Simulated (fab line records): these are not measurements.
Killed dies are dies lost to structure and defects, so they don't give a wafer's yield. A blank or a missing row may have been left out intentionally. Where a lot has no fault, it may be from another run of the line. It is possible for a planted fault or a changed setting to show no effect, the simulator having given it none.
Matching of chambers -- flow gf180mcu -- pecvd-02 running GF_V1_CVD_02: 3 sister chambers
The step deposits SiO2 from TEOS, target thk 850 nm, time 94.851 s. 24 wafers are shown with their chamber, then 12 later ones without.

WAFERS PAIRED WITH THEIR CHAMBERS
wafer,chamber,heater power w (W)
L076.3,0,780
L076.5,0,656
L076.6,2,712
L079.3,1,694
L079.4,2,639
L079.5,0,794
L083.1,1,694
L083.4,1,725
L083.5,2,655
L084.1,0,747
L084.4,1,689
L084.5,0,798
L086.1,1,641
L086.4,2,675
L086.5,1,684
L088.1,0,770
L088.3,0,807
L088.6,2,571
L089.1,2,630
L089.3,2,687
L089.5,2,703
L091.1,2,646
L091.2,0,736
L091.6,2,706

SIGNATURES, as means of the wafers listed above
reading,chamber 0,chamber 1,chamber 2,scatter within a chamber
heater power w,761.00,687.83,662.40,42.3
Rule: for each reading, subtract the chamber's mean from the wafer's reading, divide by that reading's scatter and square the result; add these up over the readings and take the root, which gives the wafer's distance from the chamber. If the next closest chamber is less than 2 further off than the closest, the wafer can't be placed; otherwise it belongs to the closest. How the scatter is found: for the shown wafers, subtract from each reading the mean of its chamber, square and add these, divide the total by (wafers less chambers), then take the root.

WAFERS WITH NO CHAMBER GIVEN
wafer,heater power w (W)
L092.1,719
L092.2,581
L092.6,563
L093.1,667
L093.3,713
L093.5,573
L094.1,791
L094.4,690
L094.6,647
L095.1,592
L095.4,731
L095.6,655

EACH ONE'S CHAMBER
wafer,from the rows above,in truth
L092.1,can't be placed: 1 or 0 or 2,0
L092.2,can't be placed: 2 or 1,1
L092.6,can't be placed: 2 or 1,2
L093.1,can't be placed: 2 or 1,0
L093.3,can't be placed: 1 or 0 or 2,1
L093.5,can't be placed: 2 or 1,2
L094.1,can't be placed: 0 or 1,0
L094.4,can't be placed: 1 or 2 or 0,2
L094.6,can't be placed: 2 or 1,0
L095.1,can't be placed: 2 or 1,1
L095.4,can't be placed: 0 or 1 or 2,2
L095.6,can't be placed: 2 or 1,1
Placed correctly: 0 of 12. Not placeable from these rows: 12 (in 10, the candidates include the true chamber). Number placed wrongly: 0.
